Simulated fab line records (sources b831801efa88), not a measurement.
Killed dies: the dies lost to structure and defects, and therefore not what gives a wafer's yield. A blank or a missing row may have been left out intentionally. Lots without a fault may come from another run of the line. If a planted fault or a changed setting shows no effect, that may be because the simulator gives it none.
Matching of chambers | flow sky130 | 4 sister chambers for SKY_CONTACT_ETCH_16 on rieDiel-03
The step etches BARC in N2/H2, stops on SiO2, time 45.9 s, target depth 60 nm. 4 wafers are shown with their chamber, then 6 later ones without.

WAFERS WITH THEIR CHAMBER
wafer  | chamber | drypumpMotorCurrentA (A)
L656.2 | 0       | 6.0
L656.4 | 3       | 5.9
L662.5 | 2       | 5.7
L662.6 | 1       | 6.0

WAFERS WITHOUT THEIR CHAMBER
wafer  | drypumpMotorCurrentA (A)
L664.1 | 6.0
L664.3 | 5.6
L664.4 | 6.1
L672.2 | 6.0
L672.5 | 6.0
L672.6 | 5.9

WHICH CHAMBER EACH ONE RAN IN
wafer  | from the rows above          | in truth
L664.1 | can't be placed: 0 or 1 or 3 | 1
L664.3 | 2                            | 2
L664.4 | can't be placed: 0 or 1 or 3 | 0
L672.2 | can't be placed: 0 or 1 or 3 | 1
L672.5 | can't be placed: 0 or 1 or 3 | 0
L672.6 | can't be placed: 3 or 0 or 1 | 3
Placed correctly: 1 of 6. Cannot be placed on the basis of these rows: 5; the candidates contain the true chamber in 5. 0 placed wrongly.
How it was worked out, from the rows above alone: a wafer's distance from a chamber is the root of the sum, over the readings, of the square of ((its reading less the chamber's mean) divided by the reading's scatter). The wafer belongs to the nearest chamber; if the next one is less than 2 further off, it can't be placed. For every chamber, the mean is computed from those of its wafers that are shown. The scatter: root of mean squared gap, hidden wafer to nearest shown wafer, with one shown wafer a chamber.
